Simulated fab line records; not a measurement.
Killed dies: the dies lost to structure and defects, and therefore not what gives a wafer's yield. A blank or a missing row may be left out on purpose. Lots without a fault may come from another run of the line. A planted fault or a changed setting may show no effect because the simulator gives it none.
fab line records ; flow gf180mcu
[record] lots = 14; wafers = 42; lastDay = 34
route steps=602 shown V1@358 M2@368
lots untouched by any fault: they come from a run of this same line in which no faults occurred
startH: start of the lot's first displayed wafer, in hours after the record's first day ; waitH: hours from the lot's prior step to this one ; " the same as in the row above ; L1.1+2: several wafers, shown together as one row ; - value missing, or start not given ; * or withheld: withheld ; < > ~ a bound
route shown NAME@n: NAME is a module with steps in the file, n the number in the route of the first one ; usual: the fault-free wafers' mean and standard deviation ; same: alike in all rows ; chamber/n: place in a boat ; sites: the reading at each site ; _std_site: the standard deviation of these ; _edge_site: the outer-site mean with the inner-site mean subtracted ; radiusMm: how far each site lies from the wafer's centre ; mask NAME#n: copy n ; behind: the tool/chamber that last shaped the wafer ; hold: why the lot was held/for how many hours/how that ended ; device: the n, p or np transistor that did not switch ; end of line: the tests these same wafers got at the end of their route ; a step given without rows: its recipe and nothing more ; killed: count of dies lost to structure and defects at first sort (not the wafer's yield) ; map: dies across one wafer; x = killed, . = not, _ = none there
set.NAME: the setting the step ran with; set.NAME@STEP: the setting that earlier step ran with ; model.NAME: the simulator's own value behind a step, which no gauge read
steps of the route over a sample of lots; a table a step, a row a wafer
services: when a tool's chamber went out of use (startH, in hours from the record's first day, below 0 if earlier), for how many hours, and the reason
[[steps]]
[step GF_V1_CVD_23]
[recipe] material = W; targetThkNm = 350; timeS = 105.05; tempC = 400; pressureTorr = 40
[usual] heaterPowerW = 853/37
lot.wafer;tool;chamber;startH;waitH;heaterPowerW
L380.3;cvdW-01;1;410.14;0.1;802
L380.4;cvdW-01;0;410.14;0.1;844
L380.6;cvdW-01;1;410.14;0.1;808
L381.3;cvdW-02;1;422.20;0.1;932
L381.4;cvdW-02;0;422.20;0.1;863
L381.5;cvdW-02;1;422.20;0.1;870
L382.1;cvdW-02;1;429.50;0.0;907
L382.3;cvdW-02;0;429.50;0.0;848
L382.4;cvdW-02;1;429.50;0.0;916
L383.1;cvdW-01;0;439.28;0.0;814
L383.3;cvdW-01;1;439.28;0.0;807
L383.6;cvdW-01;0;439.28;0.0;826
L384.2;cvdW-02;0;460.86;0.0;859
L384.3;cvdW-02;1;460.86;0.0;897
L384.4;cvdW-02;0;460.86;0.0;885
L385.3;cvdW-02;1;467.54;0.1;899
L385.5;cvdW-02;1;467.54;0.1;889
L385.6;cvdW-02;0;467.54;0.1;865
L386.1;cvdW-01;0;479.93;0.0;810
L386.2;cvdW-01;1;479.93;0.0;794
L386.3;cvdW-01;1;479.93;0.0;832
L387.3;cvdW-02;1;486.46;0.1;925
L387.4;cvdW-02;0;486.46;0.1;850
L387.6;cvdW-02;0;486.46;0.1;864
L390.4;cvdW-01;0;504.24;0.1;816
L390.5;cvdW-01;1;504.24;0.1;814
L390.6;cvdW-01;0;504.24;0.1;813
L391.1;cvdW-02;1;518.21;0.0;898
L391.4;cvdW-02;1;518.21;0.0;901
L391.6;cvdW-02;1;518.21;0.0;892
L392.1;cvdW-01;0;523.93;0.0;813
L392.4;cvdW-01;0;523.93;0.0;845
L392.5;cvdW-01;0;523.93;0.0;831
L401.2;cvdW-01;0;590.14;0.0;832
L401.3;cvdW-01;0;590.14;0.0;826
L401.4;cvdW-01;1;590.14;0.0;802
L402.2;cvdW-02;0;595.12;0.0;871
L402.3;cvdW-02;1;595.12;0.0;908
L402.4;cvdW-02;0;595.12;0.0;864
L403.1;cvdW-02;1;602.95;0.0;926
L403.2;cvdW-02;0;602.95;0.0;865
L403.6;cvdW-02;1;602.95;0.0;914
[step GF_V1_THK_MEAS_25]
[recipe] thkMeasGauge = xrf; reads = W_of_V1_CVD_23
[usual] V1_W_THK = 351/3.8
lot.wafer;tool;chamber;startH;waitH;V1_W_THK[nm]
L380.3;filmMetro-01;-;410.36;0.1;353
L380.4;filmMetro-01;-;410.36;0.1;348
L380.6;filmMetro-01;-;410.36;0.1;354
L381.3;filmMetro-01;-;422.41;0.1;352
L381.4;filmMetro-01;-;422.41;0.1;352
L381.5;filmMetro-01;-;422.41;0.1;356
L382.1;filmMetro-02;-;429.74;0.1;357
L382.3;filmMetro-02;-;429.74;0.1;357
L382.4;filmMetro-02;-;429.74;0.1;356
L383.1;filmMetro-01;-;439.51;0.1;354
L383.3;filmMetro-01;-;439.51;0.1;355
L383.6;filmMetro-01;-;439.51;0.1;355
L384.2;filmMetro-02;-;461.10;0.1;354
L384.3;filmMetro-02;-;461.10;0.1;355
L384.4;filmMetro-02;-;461.10;0.1;352
L385.3;filmMetro-04;-;467.76;0.1;350
L385.5;filmMetro-04;-;467.76;0.1;352
L385.6;filmMetro-04;-;467.76;0.1;345
L386.1;filmMetro-01;-;480.16;0.1;356
L386.2;filmMetro-01;-;480.16;0.1;352
L386.3;filmMetro-01;-;480.16;0.1;355
L387.3;filmMetro-01;-;486.67;0.1;355
L387.4;filmMetro-01;-;486.67;0.1;351
L387.6;filmMetro-01;-;486.67;0.1;343
L390.4;filmMetro-04;-;504.46;0.1;352
L390.5;filmMetro-04;-;504.46;0.1;347
L390.6;filmMetro-04;-;504.46;0.1;350
L391.1;filmMetro-02;-;518.44;0.1;351
L391.4;filmMetro-02;-;518.44;0.1;353
L391.6;filmMetro-02;-;518.44;0.1;350
L392.1;filmMetro-01;-;524.16;0.1;347
L392.4;filmMetro-01;-;524.16;0.1;352
L392.5;filmMetro-01;-;524.16;0.1;352
L401.2;filmMetro-02;-;590.38;0.1;344
L401.3;filmMetro-02;-;590.38;0.1;346
L401.4;filmMetro-02;-;590.38;0.1;340
L402.2;filmMetro-02;-;595.36;0.1;347
L402.3;filmMetro-02;-;595.36;0.1;344
L402.4;filmMetro-02;-;595.36;0.1;345
L403.1;filmMetro-04;-;603.18;0.1;348
L403.2;filmMetro-04;-;603.18;0.1;345
L403.6;filmMetro-04;-;603.18;0.1;348
[step GF_V1_CMP_26]
[recipe] stopOn = SiO2; downForcePsi = 3.5; platenRpm = 60; tOverpolishS = 15; targetThkNm = 0; padVelocityMS = 0.94248
[usual] motorCurrentA = 11.4/1.4; overpolishRunS = 14.999/0.0083; timeToEndpointS = 84/3.8
lot.wafer;tool;chamber;startH;waitH;motorCurrentA;overpolishRunS;timeToEndpointS
L380.4;cmp-01;1;410.40;0.0;12.4;15.002;80
L380.3;cmp-01;2;410.40;0.0;10.2;15.005;77
L380.6;cmp-01;1;410.40;0.0;12.4;15.001;83
L381.3;cmp-01;2;422.55;0.1;10.2;14.998;82
L381.4;cmp-01;3;422.55;0.1;10.0;15.002;87
L381.5;cmp-01;0;422.55;0.1;12.3;14.990;88
L382.4;cmp-01;2;429.80;0.0;10.5;15.013;84
L382.1;cmp-01;3;429.80;0.0;9.8;15.001;93
L382.3;cmp-01;1;429.80;0.0;12.0;14.994;87
L383.1;cmp-02;2;439.57;0.1;14.6;14.999;86
L383.3;cmp-02;3;439.57;0.1;10.7;15.011;94
L383.6;cmp-02;2;439.57;0.1;14.5;15.012;86
L384.3;cmp-01;1;461.15;0.0;12.1;15.014;87
L384.2;cmp-01;2;461.15;0.0;10.6;14.994;83
L384.4;cmp-01;0;461.15;0.0;13.1;14.986;84
L385.3;cmp-01;0;467.85;0.1;12.9;14.997;87
L385.5;cmp-01;3;467.85;0.1;10.7;15.005;87
L385.6;cmp-01;0;467.85;0.1;13.0;14.987;81
L386.2;cmp-02;0;480.22;0.0;10.9;14.988;79
L386.3;cmp-02;1;480.22;0.0;9.9;14.997;84
L386.1;cmp-02;2;480.22;0.0;14.6;14.997;81
L387.3;cmp-01;1;486.76;0.1;12.1;15.006;86
L387.4;cmp-01;2;486.76;0.1;10.7;14.997;86
L387.6;cmp-01;0;486.76;0.1;12.5;14.994;84
L390.4;cmp-01;1;504.54;0.1;11.4;0.039;131
L390.5;cmp-01;0;504.54;0.1;12.3;14.986;82
L390.6;cmp-01;1;504.54;0.1;12.5;15.001;87
L391.1;cmp-02;0;518.50;0.1;10.5;15.001;87
L391.4;cmp-02;2;518.50;0.1;14.8;14.991;88
L391.6;cmp-02;1;518.50;0.1;9.4;15.020;83
L392.1;cmp-01;3;524.22;0.1;10.8;0.038;129
L392.4;cmp-01;0;524.22;0.1;12.6;0.038;131
L392.5;cmp-01;3;524.22;0.1;10.2;15.007;91
L401.3;cmp-02;0;590.43;0.0;11.1;15.007;82
L401.4;cmp-02;2;590.43;0.0;14.3;14.990;84
L401.2;cmp-02;3;590.43;0.0;11.7;14.985;91
L402.2;cmp-02;2;596.60;1.2;14.9;14.993;81
L402.3;cmp-02;3;596.60;1.2;11.4;15.006;86
L402.4;cmp-02;1;596.60;1.2;9.6;14.991;83
L403.1;cmp-02;1;603.31;0.1;9.0;14.992;81
L403.2;cmp-02;2;603.31;0.1;14.9;15.002;80
L403.6;cmp-02;1;603.31;0.1;9.5;14.992;82
[step GF_M2_THK_MEAS_06]
[recipe] thkMeasGauge = xrf; reads = AlCu_of_M2_SPUTTER_02
[usual] M2_ALCU_THK = 450/5.4
lot.wafer;tool;chamber;startH;waitH;M2_ALCU_THK[nm]
L380.3;filmMetro-03;-;411.06;0.1;459
L380.4;filmMetro-03;-;411.06;0.1;448
L380.6;filmMetro-03;-;411.06;0.1;462
L381.3;filmMetro-04;-;423.11;0.1;454
L381.4;filmMetro-04;-;423.11;0.1;460
L381.5;filmMetro-04;-;423.11;0.1;453
L382.1;filmMetro-04;-;430.44;0.1;448
L382.3;filmMetro-04;-;430.44;0.1;450
L382.4;filmMetro-04;-;430.44;0.1;445
L383.1;filmMetro-01;-;440.21;0.1;449
L383.3;filmMetro-01;-;440.21;0.1;448
L383.6;filmMetro-01;-;440.21;0.1;450
L384.2;filmMetro-01;-;461.80;0.1;448
L384.3;filmMetro-01;-;461.80;0.1;451
L384.4;filmMetro-01;-;461.80;0.1;441
L385.3;filmMetro-01;-;468.46;0.1;444
L385.5;filmMetro-01;-;468.46;0.1;447
L385.6;filmMetro-01;-;468.46;0.1;443
L386.1;filmMetro-04;-;480.86;0.1;449
L386.2;filmMetro-04;-;480.86;0.1;456
L386.3;filmMetro-04;-;480.86;0.1;457
L387.3;filmMetro-04;-;487.37;0.1;452
L387.4;filmMetro-04;-;487.37;0.1;448
L387.6;filmMetro-04;-;487.37;0.1;452
L390.5;filmMetro-03;-;505.18;0.1;456
L390.6;filmMetro-03;-;505.18;0.1;459
L391.1;filmMetro-01;-;519.14;0.1;455
L391.4;filmMetro-01;-;519.14;0.1;447
L391.6;filmMetro-01;-;519.14;0.1;444
L392.5;filmMetro-01;-;524.90;0.1;452
L401.2;filmMetro-04;-;591.08;0.1;453
L401.3;filmMetro-04;-;591.08;0.1;453
L401.4;filmMetro-04;-;591.08;0.1;449
L402.2;filmMetro-04;-;597.26;0.1;446
L402.3;filmMetro-04;-;597.26;0.1;453
L402.4;filmMetro-04;-;597.26;0.1;450
L403.1;filmMetro-04;-;603.90;0.1;445
L403.2;filmMetro-04;-;603.90;0.1;446
L403.6;filmMetro-04;-;603.90;0.1;448
[[services]]
tool;chamber;startH;hours;kind
cmp-01;-;388.72;5.9;pm
cvdW-01;-;390.00;14.0;pm
cvdW-01;0;390.00;14.0;ventCycle
cvdW-01;1;390.00;14.0;ventCycle
cmp-02;-;404.00;4.0;pm
cvdW-01;0;404.00;-;clean
cvdW-01;1;404.00;-;clean
cmp-02;-;408.00;-;consumableReplace:conditioner
cmp-02;-;408.00;-;consumableReplace:pad
cvdW-02;0;409.58;4.8;repair
cmp-02;-;421.93;6.7;pm
cvdW-01;-;450.81;1.6;repair
cmp-01;-;492.68;2.8;repair
cvdW-02;1;552.45;15.6;repair
cvdW-02;-;565.36;0.4;repair
cvdW-01;0;569.39;19.5;repair
cmp-01;-;572.06;4.0;pm
cmp-01;-;576.06;-;consumableReplace:conditioner
cmp-01;-;576.06;-;consumableReplace:pad
cvdW-01;-;600.69;6.9;pm
[[key]]
[firstSign] step = GF_V1_CMP_26; reading = overpolishRunS; direction = down; sigmas = 99+; usual = 14.999; struck = 0.038
[effect] step = GF_V1_CMP_26; reading = timeToEndpointS; direction = up; sigmas = 12; usual = *; struck = *
metAt GF_V1_CMP_26
struckLots L390,L392
struckWafers L390.4,L392.1,L392.4
laterRowsLeftOut L390.4,L392.1,L392.4
sortLeftOut L390.4,L392.1,L392.4
notActingAt GF_V1_CVD_23,GF_V1_THK_MEAS_25,GF_M2_THK_MEAS_06
onsetBetween 486.76 504.54
[fault] kind = processParameterDrift; tool = cmp-01; chamber = -; onsetH = 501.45; steps = GF_V1_CMP_26; channel = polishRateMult; offset = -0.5; shape = step; endH = 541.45; scope = struckWafersOnly
// sortLeftOut: the simulated sort isn't trusted on such a fault, so these wafers' sort isn't shown, and their yield isn't known
// laterRowsLeftOut: the simulator's readings of these wafers behind a module that went badly wrong aren't trusted and aren't shown, but for the sort
